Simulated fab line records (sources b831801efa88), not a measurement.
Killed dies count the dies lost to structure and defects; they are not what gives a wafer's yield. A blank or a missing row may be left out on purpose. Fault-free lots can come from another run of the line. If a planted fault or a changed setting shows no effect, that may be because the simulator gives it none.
The same fault as seen by 2 desks	flow sky130	every desk sees just its own numbers, and what lay behind them comes last

FOR THE TOOL OWNER'S DESK: implanter-04
For each lot that ran on this tool, the mean over its sampled wafers that have a number, from the tool's own readings at SKY_LDD_N_IMPLANT_11. Any lot whose mean is over 4 standard deviations away from the usual mean is out of limits and marked OUT; that distance is given in the brackets.
Columns: A = beamOnS at SKY_LDD_N_IMPLANT_11, usual 9.99 s; B = doseIonsCm2 at SKY_LDD_N_IMPLANT_11, usual 7.499e+13; C = faradayCurrentUA at SKY_LDD_N_IMPLANT_11, usual 423
lot	first seen here	A	B	C
L403	day 20 04:43	9.85	7.502e+13	428
L404	day 20 08:05	10.04	7.500e+13	422
L416	day 24 17:44	57.81 (+99 or more) OUT	4.444e+14 (+99 or more) OUT	433
L419	day 24 23:41	57.59 (+99 or more) OUT	4.443e+14 (+99 or more) OUT	435
L418	day 25 01:22	57.32 (+99 or more) OUT	4.444e+14 (+99 or more) OUT	438
This desk's finding: out of limits on L416, L418, L419; first on L416, day 24 17:44 (beamOnS at SKY_LDD_N_IMPLANT_11). In limits: L403, L404.

FROM THE METROLOGY DESK
What the gauges read for every lot (on any tool): the sampled wafers with a number, averaged. Any lot whose mean is over 4 standard deviations away from the usual mean is out of limits and marked OUT; that distance is given in the brackets.
Columns: A = POLY_GATE_OXIDATION_THK at SKY_POLY_GATE_THK_MEAS_21, usual 4.03 nm; B = LDD_N_TW at SKY_LDD_N_TW_MEAS_17, usual 2594
lot	first seen here	A	B
L399	day 15 23:58	3.97	2596
L403	day 18 21:02	3.98	2532
L405	day 19 00:55	4.08	2597
L406	day 19 00:55	3.98	2590
L404	day 19 00:55	3.98	2540
L417	day 23 07:20	4.07	2626
L416	day 23 11:10	3.98	2936 (+10) OUT
L419	day 23 17:54	4.11	2879 (+8.6) OUT
L418	day 23 20:07	4.07	2983 (+12) OUT
L420	day 23 21:56	4.05	2595
L422	day 24 13:49	4.00	2545
This desk finds L416, L418, L419 out of limits, with the earliest case on L416 at day 24 19:18 (LDD_N_TW at SKY_LDD_N_TW_MEAS_17). In limits: L399, L403, L405, L406, L404, L417, L420, L422.

ALL TOGETHER
An alarm could have come from the tool owner's desk at day 24 17:44, on L416, L418, L419.
The metrology desk could have raised an alarm at day 24 19:18, on L416, L418, L419.
On implanter-04, each named lot ran SKY_LDD_N_IMPLANT_11.

WHAT WAS PUT IN BY THE SIMULATOR
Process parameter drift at SKY_LDD_N_IMPLANT_11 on implanter-04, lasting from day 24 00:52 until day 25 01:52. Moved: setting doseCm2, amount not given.
Shown lots that were struck: L416, L418, L419.
Hours from the fault's start to each desk's first reading out of limits: the tool owner's desk, 17; the metrology desk, 18.
